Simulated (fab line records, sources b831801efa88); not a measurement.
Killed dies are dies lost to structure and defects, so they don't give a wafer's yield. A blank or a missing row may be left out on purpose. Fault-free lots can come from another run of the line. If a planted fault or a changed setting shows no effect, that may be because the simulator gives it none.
Which tool did it? ; flow gf180mcu ; 13 lots, 39 wafers sampled, at 4 steps of a route of 602

== WHAT THE GAUGES READ, wafer by wafer ==
GF_V1_OVL_MEAS_15. Usual: V1_OVL gives -2 nm (standard deviation 5.7).
lot;measured;on;V1_OVL (nm);flag
L903;day 18 07:12;overlay-01;1 13 7;
L904;day 18 18:48;overlay-02;-2 -4 -2;
L905;day 18 22:34;overlay-02;1 -9 -4;
L908;day 19 23:19;overlay-01;0 1 -7;
L909;day 20 11:04;overlay-02;0 5 -1;
L910;day 20 16:40;overlay-02;-13 -10 -12;
L913;day 21 19:19;overlay-02;-1 10 0;
L918;day 23 11:27;overlay-01;-13 -12 -8;
L921;day 24 16:07;overlay-02;-1 8 9;
L922;day 24 22:20;overlay-01;-7 -1 1;
L924;day 25 10:49;overlay-02;-9 3 6;
L925;day 25 19:40;overlay-01;0 1 -3;
L926;day 26 07:16;overlay-02;-5 -5 -8;

GF_V3_BOW_MEAS_05. Usual: V3_BOW gives 120 um (standard deviation 7.7).
lot;measured;on;V3_BOW (um);flag
L903;day 21 14:37;filmMetro-01;114 129 115;
L904;day 22 01:20;filmMetro-04;124 131 126;
L905;day 22 05:17;filmMetro-04;114 116 115;
L908;day 23 03:17;filmMetro-01;104 122 123;
L909;day 23 15:24;filmMetro-04;120 121 118;
L910;day 23 20:53;filmMetro-04;107 130 119;
L913;day 24 21:31;filmMetro-01;114 119 120;
L918;day 26 10:57;filmMetro-01;107 113 113;
L921;day 27 13:23;filmMetro-01;117 128 121;
L922;day 27 18:29;filmMetro-01;127 114 131;
L924;day 28 06:01;filmMetro-02;116 121 128;
L925;day 28 16:04;filmMetro-04;127 120 118;
L926;day 29 01:40;filmMetro-02;135 130 128;

== EACH LOT AND THE TOOL THAT RAN IT (in order: tool; ch and the chambers of the sampled wafers; start) ==
lot;GF_MVSD_EXPOSE_04;GF_M3_SPUTTER_01
L903;ilineStepper-02 ch 0, day 4 06:05;pvdSputter-02, day 20 13:14
L904;ilineStepper-01 ch 0, day 4 10:38;pvdSputter-02, day 20 23:49
L905;ilineStepper-02 ch 0, day 4 16:32;pvdSputter-04, day 21 04:02
L908;ilineStepper-02 ch 0, day 5 08:44;pvdSputter-02, day 22 03:18
L909;ilineStepper-02 ch 0, day 5 12:47;pvdSputter-04, day 22 15:07
L910;ilineStepper-02 ch 0, day 5 19:34;pvdSputter-04, day 22 20:40
L913;ilineStepper-01 ch 0, day 6 11:14;pvdSputter-03, day 23 22:15
L918;ilineStepper-02 ch 0, day 7 16:49;pvdSputter-02, day 25 11:55
L921;ilineStepper-01 ch 0, day 8 09:27;pvdSputter-04, day 26 15:41
L922;ilineStepper-01 ch 0, day 8 15:42;pvdSputter-04, day 26 21:22
L924;ilineStepper-02 ch 0, day 9 03:30;pvdSputter-02, day 27 08:35
L925;ilineStepper-02 ch 0, day 9 08:40;pvdSputter-02, day 27 18:32
L926;ilineStepper-02 ch 0, day 9 18:22;pvdSputter-04, day 28 04:55
- GF_MVSD_EXPOSE_04: exposes mask MVSD, target cd 1000 nm.
- GF_M3_SPUTTER_01: material TiN, target thk 30 nm, time 25 s.

== WHAT THE TOOLS THEMSELVES READ (means of the sampled wafers that have a number; where no wafer has one, the mark that the record gives instead) ==
GF_MVSD_EXPOSE_04. Usual: reticleTempC at 22.98 C, with a standard deviation of 0.11.
lot;tool;reticleTempC (C);flag
L903;ilineStepper-02;22.90;
L904;ilineStepper-01;22.84;
L905;ilineStepper-02;22.97;
L908;ilineStepper-02;22.84;
L909;ilineStepper-02;22.99;
L910;ilineStepper-02;22.91;
L913;ilineStepper-01;22.92;
L918;ilineStepper-02;23.02;
L921;ilineStepper-01;22.93;
L922;ilineStepper-01;23.03;
L924;ilineStepper-02;23.22;
L925;ilineStepper-02;23.04;
L926;ilineStepper-02;22.98;

GF_M3_SPUTTER_01. Usual: throttleValvePct at 30.0 %, with a standard deviation of 1.1.
lot;tool;throttleValvePct (%);flag
L903;pvdSputter-02;30.4;
L904;pvdSputter-02;30.2;
L905;pvdSputter-04;29.1;
L908;pvdSputter-02;30.5;
L909;pvdSputter-04;28.5;
L910;pvdSputter-04;29.3;
L913;pvdSputter-03;29.9;
L918;pvdSputter-02;30.1;
L921;pvdSputter-04;29.3;
L922;pvdSputter-04;29.1;
L924;pvdSputter-02;30.2;
L925;pvdSputter-02;30.6;
L926;pvdSputter-04;30.2;

== THE ANSWER, worked out from the rows above alone ==
Rule: a lot is off if the mean of its wafers that have a number lies more than 3 standard deviations from the usual mean. Also off: a lot with no number at a reading for which 4 or more lots have one. Where the step has rows for the other lots, those lots are counted as sound. First the gauges in route order, then the tools' own readings, where a lot's mean is used as printed above. At the first step where some lot is off, the reading lying furthest off is the one used; lots without a number count as furthest.
No lot is off at any reading shown: from this, nothing can be told.

== WHAT THE SIMULATOR PUT IN ==
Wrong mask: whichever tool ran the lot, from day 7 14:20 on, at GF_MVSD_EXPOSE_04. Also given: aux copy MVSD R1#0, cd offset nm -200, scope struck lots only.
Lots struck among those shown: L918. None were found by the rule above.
